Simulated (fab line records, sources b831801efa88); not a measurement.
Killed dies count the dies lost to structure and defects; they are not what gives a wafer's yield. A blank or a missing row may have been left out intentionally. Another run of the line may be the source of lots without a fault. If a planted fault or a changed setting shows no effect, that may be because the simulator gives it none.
fab line records	flow sky130
[record] lots = 14	wafers = 41	lastDay = 50
route steps=708 shown NWELL@34 PWDE@55 VT_ADJUST_LVTN@115
lots with no fault: from the same line, run without faults
startH: the number of hours between the record's first day and the start of the first shown wafer of the lot	waitH: how many hours have passed since the lot's step before this one	" identical to the entry in the row above	L1.1+2: a row that stands for several wafers	- value missing, or start not given	* or withheld: withheld	< > ~ a bound
route shown NAME@n: NAME is a module with steps in the file, n the number in the route of the first one	usual: the fault-free wafers' mean and standard deviation	same: alike in all rows	chamber/n: place in a boat	sites: each site's reading	_std_site: standard deviation across them	_edge_site: outer sites' mean less inner sites'	radiusMm: how far each site lies from the wafer's centre	mask NAME#n: copy n	behind: tool/chamber where the wafer was last shaped	hold: why the lot was held/for how many hours/how that ended	device: transistor that didn't switch, given as n, p or np	end of line: the route-end tests of the same wafers	step lacking rows: just its recipe	killed: at the first sort, the dies lost to defects and structure; wafer yield is something else	map: the dies of a wafer, with x for killed, . for not killed, _ for no die there
set.NAME: the run value of the setting; set.NAME@STEP: its run value at that earlier step	model.NAME: the simulator's own value behind a step, which no gauge read
route steps across a sampled set of lots; one table per step, one row per wafer
services: from which hour (startH, from the record's first day; less than 0 if before it) a tool's chamber was out of use, for how many hours, and why
[[steps]]
[step SKY_NWELL_THK_MEAS_02]
[recipe] reads = SiO2_of_NWELL_OXIDATION_01
[usual] NWELL_OXIDATION_THK = 9.92/0.2
lot.wafer	tool	chamber	startH	waitH	NWELL_OXIDATION_THK[nm]
L943.1	filmMetro-04	-	39.78	0.0	10.03
L943.5	"	-	"	"	9.99
L943.6	"	-	"	"	10.03
L944.2	filmMetro-04	-	41.18	0.0	9.57
L944.3	"	-	"	"	9.52
L944.4	"	-	"	"	9.74
L945.3	filmMetro-04	-	48.50	0.0	9.96
L945.4	"	-	"	"	10.00
L945.6	"	-	"	"	10.08
L947.1	filmMetro-04	-	58.75	0.0	10.07
L947.3	"	-	"	"	10.09
L947.6	"	-	"	"	10.07
L948.1	filmMetro-03	-	61.25	0.0	10.06
L948.3	"	-	"	"	10.17
L948.5	"	-	"	"	10.20
L949.3	filmMetro-03	-	68.44	0.0	9.64
L949.5	"	-	"	"	9.56
L950.1	filmMetro-04	-	74.45	0.0	10.03
L950.2	"	-	"	"	9.98
L950.4	"	-	"	"	10.16
L959.3	filmMetro-01	-	122.20	0.0	9.71
L959.4	"	-	"	"	9.75
L959.5	"	-	"	"	9.79
L961.2	filmMetro-01	-	130.90	0.0	10.18
L961.4	"	-	"	"	10.20
L961.6	"	-	"	"	10.05
L962.2	filmMetro-03	-	135.31	0.0	9.77
L962.4	"	-	"	"	10.10
L962.6	"	-	"	"	10.03
L963.2	filmMetro-03	-	140.80	0.0	9.96
L963.3	"	-	"	"	10.09
L963.5	"	-	"	"	10.04
L964.1	filmMetro-01	-	144.09	0.0	9.65
L964.3	"	-	"	"	9.67
L964.4	"	-	"	"	9.57
L965.1	filmMetro-03	-	150.11	0.0	9.58
L965.3	"	-	"	"	9.67
L965.5	"	-	"	"	9.63
L966.1	filmMetro-01	-	155.46	0.0	10.01
L966.2	"	-	"	"	9.90
L966.6	"	-	"	"	10.02
[step SKY_PWDE_TW_MEAS_10]
[usual] PWDE_TW = 373/3.4
lot.wafer	tool	chamber	startH	waitH	PWDE_TW
L943.1	filmMetro-01	-	71.53	0.1	372
L943.5	"	-	"	"	373
L943.6	"	-	"	"	374
L944.2	filmMetro-01	-	72.78	0.1	371
L944.3	"	-	"	"	371
L944.4	"	-	"	"	370
L945.3	filmMetro-01	-	81.70	0.1	373
L945.4	"	-	"	"	374
L945.6	"	-	"	"	371
L947.1	filmMetro-03	-	92.02	0.1	379
L947.3	"	-	"	"	379
L947.6	"	-	"	"	382
L948.1	filmMetro-01	-	94.34	0.1	372
L948.3	"	-	"	"	371
L948.5	"	-	"	"	372
L949.3	filmMetro-03	-	101.75	0.1	383
L949.5	"	-	"	"	382
L950.1	filmMetro-01	-	109.82	0.1	372
L950.2	"	-	"	"	371
L950.4	"	-	"	"	372
L959.3	filmMetro-03	-	161.20	0.1	379
L959.4	"	-	"	"	377
L959.5	"	-	"	"	379
L961.2	filmMetro-01	-	170.18	0.1	371
L961.4	"	-	"	"	372
L961.6	"	-	"	"	371
L962.2	filmMetro-04	-	175.94	0.1	370
L962.4	"	-	"	"	372
L962.6	"	-	"	"	370
L963.2	filmMetro-01	-	181.29	0.1	371
L963.3	"	-	"	"	372
L963.5	"	-	"	"	371
L964.1	filmMetro-01	-	184.02	0.1	369
L964.3	"	-	"	"	370
L964.4	"	-	"	"	370
L965.1	filmMetro-01	-	190.42	0.1	372
L965.3	"	-	"	"	371
L965.5	"	-	"	"	372
L966.1	filmMetro-01	-	197.27	0.1	371
L966.2	"	-	"	"	371
L966.6	"	-	"	"	370
[step SKY_VT_ADJUST_LVTN_OVL_MEAS_18]
[usual] VT_ADJUST_LVTN_01_OVL = -0.3/1.3
lot.wafer	tool	chamber	startH	waitH	VT_ADJUST_LVTN_01_OVL[nm]
L943.1	overlay-01	-	165.09	0.1	-0.7
L943.5	"	-	"	"	0.4
L943.6	"	-	"	"	-2.0
L944.2	overlay-01	-	166.86	0.1	0.9
L944.3	"	-	"	"	0.6
L944.4	"	-	"	"	0.2
L945.3	overlay-01	-	175.99	0.1	-0.2
L945.4	"	-	"	"	0.1
L945.6	"	-	"	"	-1.4
L947.1	overlay-01	-	189.78	0.1	-0.3
L947.3	"	-	"	"	0.4
L947.6	"	-	"	"	1.8
L948.1	overlay-02	-	191.99	0.1	-0.5
L948.3	"	-	"	"	-0.4
L948.5	"	-	"	"	-1.8
L949.3	overlay-02	-	199.64	0.1	-0.2
L949.5	"	-	"	"	-0.2
L950.1	overlay-02	-	210.54	0.1	0.1
L950.2	"	-	"	"	2.2
L950.4	"	-	"	"	-0.1
L959.3	overlay-01	-	272.12	0.1	-1.6
L959.4	"	-	"	"	-2.3
L959.5	"	-	"	"	-1.6
L961.2	overlay-01	-	282.88	0.1	-1.3
L961.4	"	-	"	"	-0.8
L961.6	"	-	"	"	-0.4
L962.2	overlay-02	-	291.03	0.1	-2.0
L962.4	"	-	"	"	-1.4
L962.6	"	-	"	"	-1.2
L963.2	overlay-02	-	296.08	0.1	0.9
L963.3	"	-	"	"	1.6
L963.5	"	-	"	"	-0.5
L964.1	overlay-01	-	299.21	0.1	-1.2
L964.3	"	-	"	"	0.4
L964.4	"	-	"	"	-0.1
L965.1	overlay-02	-	307.51	0.1	1.5
L965.3	"	-	"	"	0.0
L965.5	"	-	"	"	0.3
L966.1	overlay-02	-	315.33	0.1	-1.4
L966.2	"	-	"	"	-1.4
L966.6	"	-	"	"	-2.0
[step SKY_VT_ADJUST_LVTN_IMPLANT_19]
[recipe] species = B	energyKev = 30	doseCm2 = 6.5e+11	tiltDeg = withheld
[usual] beamOnS = 10.03/0.2	faradayCurrentUA = 3.66/0.073
lot.wafer	tool	chamber	startH	waitH	beamOnS	faradayCurrentUA
L943.1	implanter-04	0	165.12	0.0	9.89	3.70
L943.5	"	0	"	"	10.16	3.61
L943.6	"	0	"	"	10.47	3.50
L944.2	implanter-04	0	166.92	0.0	10.22	3.59
L944.3	"	0	"	"	10.03	3.64
L944.4	"	0	"	"	10.18	3.61
L945.3	implanter-03	0	176.07	0.1	10.31	3.58
L945.4	"	0	"	"	10.15	3.63
L945.6	"	0	"	"	10.14	3.61
L947.1	implanter-02	0	189.82	0.0	9.89	3.69
L947.3	"	0	"	"	9.60	3.80
L947.6	"	0	"	"	10.12	3.64
L948.1	implanter-02	0	192.02	0.0	9.99	3.67
L948.3	"	0	"	"	12.66	2.89
L948.5	"	0	"	"	10.12	3.64
L949.3	implanter-02	0	199.71	0.1	13.26	2.77
L949.5	"	0	"	"	9.73	3.75
L950.1	implanter-02	0	210.57	0.0	10.12	3.63
L950.2	"	0	"	"	12.57	2.91
L950.4	"	0	"	"	10.04	3.67
L959.3	implanter-03	0	272.19	0.1	10.13	3.63
L959.4	"	0	"	"	9.84	3.72
L959.5	"	0	"	"	9.21	3.96
L961.2	implanter-03	0	282.94	0.0	9.97	3.67
L961.4	"	0	"	"	9.85	3.72
L961.6	"	0	"	"	10.09	3.62
L962.2	implanter-02	0	291.09	0.0	9.87	3.71
L962.4	"	0	"	"	9.99	3.66
L962.6	"	0	"	"	9.89	3.72
L963.2	implanter-04	0	296.14	0.0	10.19	3.59
L963.3	"	0	"	"	10.00	3.67
L963.5	"	0	"	"	10.15	3.61
L964.1	implanter-02	0	299.24	0.0	10.14	3.61
L964.3	"	0	"	"	10.10	3.64
L964.4	"	0	"	"	9.91	3.70
L965.1	implanter-04	0	307.54	0.0	9.99	3.67
L965.3	"	0	"	"	9.93	3.68
L965.5	"	0	"	"	10.10	3.64
L966.1	implanter-04	0	315.36	0.0	10.26	3.58
L966.2	"	0	"	"	10.05	3.65
L966.6	"	0	"	"	10.05	3.65
[step SKY_VT_ADJUST_LVTN_TW_MEAS_21]
[usual] VT_ADJUST_LVTN_2_TW = 189.1/1.9
lot.wafer	tool	chamber	startH	waitH	VT_ADJUST_LVTN_2_TW
L943.1	filmMetro-02	-	165.37	0.1	188.0
L943.5	"	-	"	"	187.6
L943.6	"	-	"	"	189.2
L944.2	filmMetro-03	-	167.15	0.1	188.6
L944.3	"	-	"	"	190.5
L944.4	"	-	"	"	190.5
L945.3	filmMetro-03	-	176.29	0.1	193.0
L945.4	"	-	"	"	193.0
L945.6	"	-	"	"	192.2
L947.1	filmMetro-01	-	190.07	0.1	185.8
L947.3	"	-	"	"	186.9
L947.6	"	-	"	"	187.0
L948.1	filmMetro-01	-	192.27	0.1	187.2
L948.3	"	-	"	"	199.3
L948.5	"	-	"	"	187.5
L949.3	filmMetro-02	-	199.93	0.1	203.5
L949.5	"	-	"	"	189.6
L950.1	filmMetro-01	-	210.82	0.1	186.6
L950.2	"	-	"	"	200.0
L950.4	"	-	"	"	186.7
L959.3	filmMetro-02	-	272.41	0.1	187.9
L959.4	"	-	"	"	187.0
L959.5	"	-	"	"	187.4
L961.2	filmMetro-03	-	283.17	0.1	190.0
L961.4	"	-	"	"	190.1
L961.6	"	-	"	"	189.4
L962.2	filmMetro-01	-	291.32	0.1	188.0
L962.4	"	-	"	"	188.5
L962.6	"	-	"	"	187.4
L963.2	filmMetro-01	-	296.37	0.1	186.9
L963.3	"	-	"	"	186.7
L963.5	"	-	"	"	186.4
L964.1	filmMetro-01	-	299.49	0.1	188.7
L964.3	"	-	"	"	187.9
L964.4	"	-	"	"	187.4
L965.1	filmMetro-03	-	307.79	0.1	190.7
L965.3	"	-	"	"	190.1
L965.5	"	-	"	"	191.1
L966.1	filmMetro-02	-	315.61	0.1	187.7
L966.2	"	-	"	"	187.2
L966.6	"	-	"	"	188.5
[[services]]
tool	chamber	startH	hours	kind
implanter-03	-	142.49	0.9	repair
implanter-02	-	148.31	1.5	repair
implanter-03	-	156.65	5.1	repair
implanter-03	-	254.78	3.5	repair
implanter-04	-	282.84	3.3	pm
implanter-04	-	286.15	5.5	repair
implanter-02	-	286.81	2.1	repair
implanter-04	-	303.27	2.1	pm
[[key]]
[firstSign] step = SKY_VT_ADJUST_LVTN_IMPLANT_19	reading = beamOnS	direction = up	sigmas = 14	usual = 10.03	struck = 12.83
[effect] step = SKY_VT_ADJUST_LVTN_IMPLANT_19	reading = faradayCurrentUA	direction = down	sigmas = 11	usual = 3.66	struck = 2.86
[effect] step = SKY_VT_ADJUST_LVTN_TW_MEAS_21	reading = VT_ADJUST_LVTN_2_TW	direction = up	sigmas = 6.2	usual = 189.1	struck = 200.9
metAt SKY_VT_ADJUST_LVTN_IMPLANT_19
struckLots L948,L949,L950
struckWafers L948.3,L949.3,L950.2
testerLeftOut L948,L949,L950
notActingAt SKY_NWELL_THK_MEAS_02,SKY_PWDE_TW_MEAS_10,SKY_VT_ADJUST_LVTN_OVL_MEAS_18
onsetBetween 189.82 192.02
[fault] kind = processParameterDrift	tool = implanter-02	chamber = -	onsetH = 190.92	steps = SKY_VT_ADJUST_LVTN_IMPLANT_19	channel = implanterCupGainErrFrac	offset = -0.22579	shape = step	endH = 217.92	scope = struckWafersOnly
// testerLeftOut: of these lots the tester's yield and bins aren't shown, on N5 and GAA mostly nor the transistor test; their killed dies are dies lost to structure and defects alone, not to doping, threshold or leakage, so they don't give the yield
